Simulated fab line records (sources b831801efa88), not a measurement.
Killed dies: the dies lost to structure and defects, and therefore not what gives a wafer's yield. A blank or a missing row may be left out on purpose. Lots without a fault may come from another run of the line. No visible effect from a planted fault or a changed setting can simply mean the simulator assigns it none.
Chamber matching || flow sfq_line || SFQ_TRILAYER_I6_CMP_CMP_166 on cmp-02: 4 sister chambers
The step polishes SiO2. 14 wafers are shown with their chamber, then 7 later ones without.

## WAFERS, EACH WITH ITS CHAMBER
{"wafer": "L592.4", "chamber": 3, "motor_current_A (A)": 11.5, "time_to_endpoint_s (s)": 219}
{"wafer": "L592.2", "chamber": 2, "motor_current_A (A)": 9.2, "time_to_endpoint_s (s)": 208}
{"wafer": "L592.6", "chamber": 0, "motor_current_A (A)": 9.9, "time_to_endpoint_s (s)": 215}
{"wafer": "L593.1", "chamber": 2, "motor_current_A (A)": 9.8, "time_to_endpoint_s (s)": 215}
{"wafer": "L593.3", "chamber": 1, "motor_current_A (A)": 9.7, "time_to_endpoint_s (s)": 211}
{"wafer": "L593.6", "chamber": 0, "motor_current_A (A)": 9.7, "time_to_endpoint_s (s)": 218}
{"wafer": "L595.2", "chamber": 0, "motor_current_A (A)": 9.9, "time_to_endpoint_s (s)": 195}
{"wafer": "L595.1", "chamber": 3, "motor_current_A (A)": 11.6, "time_to_endpoint_s (s)": 213}
{"wafer": "L595.5", "chamber": 1, "motor_current_A (A)": 10.5, "time_to_endpoint_s (s)": 209}
{"wafer": "L596.2", "chamber": 0, "motor_current_A (A)": 9.5, "time_to_endpoint_s (s)": 202}
{"wafer": "L596.5", "chamber": 0, "motor_current_A (A)": 9.0, "time_to_endpoint_s (s)": 201}
{"wafer": "L596.6", "chamber": 3, "motor_current_A (A)": 11.8, "time_to_endpoint_s (s)": 209}
{"wafer": "L608.1", "chamber": 0, "motor_current_A (A)": 9.7, "time_to_endpoint_s (s)": 210}
{"wafer": "L608.2", "chamber": 3, "motor_current_A (A)": 11.5, "time_to_endpoint_s (s)": 211}

SIGNATURES (means of the wafers above)
{"reading": "motor_current_A", "chamber 0": 9.617, "chamber 1": 10.100, "chamber 2": 9.500, "chamber 3": 11.600, "scatter within a chamber": 0.336}
{"reading": "time_to_endpoint_s", "chamber 0": 206.83, "chamber 1": 210.00, "chamber 2": 211.50, "chamber 3": 213.00, "scatter within a chamber": 6.94}
Rule: for a wafer and a chamber, the distance is found by dividing, reading by reading, the gap between the wafer's reading and the chamber's mean by the reading's scatter, squaring, summing and taking the root. If the next closest chamber is less than 2 further off than the closest, the wafer can't be placed; otherwise it belongs to the closest. The scatter: take each reading less its chamber's mean, square it, sum over the shown wafers, divide by the number of wafers less the number of chambers, and take the root.

## WAFERS WITH NO CHAMBER GIVEN
{"wafer": "L608.3", "motor_current_A (A)": 9.7, "time_to_endpoint_s (s)": 207}
{"wafer": "L610.2", "motor_current_A (A)": 9.9, "time_to_endpoint_s (s)": 211}
{"wafer": "L610.5", "motor_current_A (A)": 9.9, "time_to_endpoint_s (s)": 207}
{"wafer": "L610.6", "motor_current_A (A)": 9.8, "time_to_endpoint_s (s)": 217}
{"wafer": "L615.1", "motor_current_A (A)": 9.2, "time_to_endpoint_s (s)": 212}
{"wafer": "L615.2", "motor_current_A (A)": 12.2, "time_to_endpoint_s (s)": 221}
{"wafer": "L615.3", "motor_current_A (A)": 9.8, "time_to_endpoint_s (s)": 218}

## THE CHAMBER EACH PASSED THROUGH
{"wafer": "L608.3", "from the rows above": "can't be placed: 0 or 2 or 1", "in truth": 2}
{"wafer": "L610.2", "from the rows above": "can't be placed: 1 or 0 or 2", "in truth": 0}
{"wafer": "L610.5", "from the rows above": "can't be placed: 1 or 0 or 2", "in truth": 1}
{"wafer": "L610.6", "from the rows above": "can't be placed: 2 or 1 or 0", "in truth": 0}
{"wafer": "L615.1", "from the rows above": "can't be placed: 2 or 0 or 1", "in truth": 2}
{"wafer": "L615.2", "from the rows above": 3, "in truth": 3}
{"wafer": "L615.3", "from the rows above": "can't be placed: 2 or 1 or 0", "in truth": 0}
1 of 7 placed correctly. Can't be placed from these rows: 6 (the true chamber is among the candidates in 6). 0 placed wrongly.
